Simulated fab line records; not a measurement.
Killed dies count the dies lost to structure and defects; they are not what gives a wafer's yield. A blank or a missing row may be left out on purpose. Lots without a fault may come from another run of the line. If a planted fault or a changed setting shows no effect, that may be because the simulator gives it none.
Problem report, 8D (eight disciplines) form, completed by code | flow sky130 | the parts of the form that need people (team, actions taken, sign-off) are left out

## 1. PROBLEM STATEMENT
Wafers without a fault read 100.02 W, standard deviation 0.3; bias-w at SKY_LOCAL_INTERCONNECT_ETCH_13 reads a mean of 107.85 W on 6 wafers belonging to 2 lots. That is +26 standard deviations from the usual mean.
The step: etches BARC in N2/H2, stops on SiO2, time 45.9 s, target depth 60 nm.
The first sign was on wafer L466.1 at day 34 03:37, on rie-metal-01. Wafers with a number at this step in the record: 18, from 6 lots. The rule behind "out" and "out of limits": a value lying over 4 standard deviations away from the usual mean. The rest of the wafers with a number are treated as sound.

## 2. WHAT IT IS, AND WHAT IT ISN'T
question                    | is                     | is not
which readings at this step | bias-w                 | drypump-motor-current-A, oes-product-au, throttle-valve-pct
which lots                  | L466, L468             | L456, L457, L470, L473
which wafers of those lots  | all that have a number | -
read on which tools         | rie-metal-01           | rie-metal-02
when                        | from day 34 03:37      | up to then (6 sound wafers); but 6 sound wafers of L470, L473 came after

## 3. THE SUSPECTS, EACH WITH WHAT RULES IT OUT
Counting: a tool stays on the suspect list if, at a process step up to the reading, it processed all lots that are out and no sound lot following the first of them.
- rie-metal-01 at SKY_LOCAL_INTERCONNECT_ETCH_13 (etches BARC in N2/H2, stops on SiO2, time 45.9 s, target depth 60 nm): kept. Every lot that is out went through it, starting with L466 (day 34 03:37), and after that it ran no sound lot; the last sound lot it ran before then is L456 (day 30 16:24). Out on those wafers are its own readings of bias-w.
The count leaves rie-metal-01 at SKY_LOCAL_INTERCONNECT_ETCH_13.

## 4. THE CAUSE (what the simulator had put in)
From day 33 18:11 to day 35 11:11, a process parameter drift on rie-metal-01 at SKY_LOCAL_INTERCONNECT_ETCH_13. A move of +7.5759 in setting bias-w, from 100. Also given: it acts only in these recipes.
After counting, this tool was the only one left.

## 5. THE CHAIN OF EFFECTS, in route order
Rows list readings where the struck wafers' mean (over those with a number) sits beyond 3 standard deviations from the usual. Readings are gone through only where the record gives a usual standard deviation; hours: the median, over the lots, of the time from a lot's start at the first step in this table giving one to that lot's start at this step; sigmas: the change measured in usual standard deviations.
hours | step                           | reading | usual    | on struck wafers | change | sigmas
0     | SKY_LOCAL_INTERCONNECT_ETCH_13 | bias-w  | 100.02 W | 107.85           | +7.83  | +26
Its process steps:
- SKY_LOCAL_INTERCONNECT_ETCH_13: etches BARC in N2/H2, stops on SiO2, time 45.9 s, target depth 60 nm.

## 6. WHAT WOULD HAVE CAUGHT IT SOONER
First out-of-limits reading in this record: day 34 03:37, which is 9 hours after fault onset at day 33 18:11.
